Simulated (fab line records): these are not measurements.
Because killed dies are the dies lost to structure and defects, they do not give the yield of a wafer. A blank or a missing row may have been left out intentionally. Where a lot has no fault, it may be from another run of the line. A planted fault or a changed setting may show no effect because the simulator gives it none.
Struck lot and sound lot, side by side | flow sky130 | 14 out of 708 route steps
Sound: wafers L571.2, L571.3, L571.6. The struck wafers were L580.3, L580.4, L580.5. At the end, the cause is stated.
Each step with rows lists, per side, the tool, then ch with its chambers, then its first start. Under that, the readings that differ: sound wafers | struck wafers | difference of the means | sigmas: that difference in standard deviations of wafers without a fault.
alike: readings with means less than 2 such deviations apart, plus words and numbers identical on both sides. not compared: withheld readings, readings lacking a value on some wafer, bounds such as >300 that could conceal the same value, and numbers that have no deviation in the record and whose values overlap.
The two part at a step that has a row with sigmas, a row that says differs or no value, or rows on one side only. Numbers that have no deviation but don't overlap get no sigmas and don't part them. A reading missing from all wafers of one side parts the sides only when that side holds two or more wafers.

first, 1 step without rows for these wafers: SKY_METAL5_CLEAN_19 (cleans in O3/DIW).
SKY_PASSIVATION_CVD_00: deposits SiO2, target thk 90 nm.
  sound on pecvd-02 ch 0,1, day 44 17:12; struck on pecvd-01 ch 0,1, day 47 03:34
  reading            | sound       | struck      | difference | sigmas
  heater power w (W) | 967 966 857 | 628 732 616 | -271       | -2
SKY_PASSIVATION_THK_MEAS_01:
  sound: film metro-02 at day 44 17:14; struck: film metro-04 at day 47 03:37
  reading                     | sound          | struck         | difference | sigmas
  PASSIVATION_CVD_00_THK (nm) | 88.9 89.0 87.9 | 92.3 90.5 92.7 | +3.2       | +2
SKY_PASSIVATION_CVD_02: deposits Si3N4, target thk 540 nm.
  sound on pecvd-01 ch 0,1,2, day 44 17:17; struck on pecvd-04 ch 1,2, day 47 03:39
  alike: heater power w
SKY_PASSIVATION_THK_MEAS_03:
  sound: film metro-04 at day 44 17:31; struck: film metro-02 at day 47 03:53
  alike: PASSIVATION_CVD_02_THK
then, 7 steps without rows for these wafers: SKY_PASSIVATION_DEHYDRATE_04 (time 60 s); SKY_PASSIVATION_HMDS_05 (prime time 60 s); SKY_PASSIVATION_COAT_06 (resist thk 3000 nm); SKY_PASSIVATION_SOFTBAKE_07; SKY_PASSIVATION_EXPOSE_08 (exposes mask NSM, target cd 3000 nm); SKY_PASSIVATION_PEB_09; SKY_PASSIVATION_DEVELOP_10 (develop time 60 s).
SKY_PASSIVATION_ETCH_11: etches the open film in CF4/O2, stops on AlCu, target depth 725 nm, time 161.1 s.
  sound on rie diel-04 ch 0,3, day 45 14:50; struck on rie diel-01 ch 1,2,3, day 47 23:23
  no value came back on the struck wafers for any of 6 readings (O2_flow_sccm (sccm), bias w (W) and others); on the sound wafers O2_flow_sccm (sccm) reads 10.05 9.99 10.02
  reading                                       | sound          | struck         | difference | sigmas
  model.coat_of_PASSIVATION_COAT_06.thk nm (nm) | 2534 2530 2536 | 2990 2991 2989 | +457       |
  not compared: rf hours counter h
SKY_PASSIVATION_STRIP_12: strips in O2/N2.
  sound on plasma asher-04 ch 1, day 45 14:56; struck on plasma asher-03 ch 0,1, day 47 23:32
  reading                      | sound             | struck            | difference | sigmas
  strip time to endpoint s (s) | 31.73 31.68 31.77 | 36.84 36.86 36.84 | +5.12      | +30
  alike: drypump motor current A, oes product au
  not compared: rf hours counter h

== WHERE THEY PART ==
At SKY_PASSIVATION_CVD_00 first; at SKY_PASSIVATION_STRIP_12 last (within this record only).

WHY: what had been put in by the simulator
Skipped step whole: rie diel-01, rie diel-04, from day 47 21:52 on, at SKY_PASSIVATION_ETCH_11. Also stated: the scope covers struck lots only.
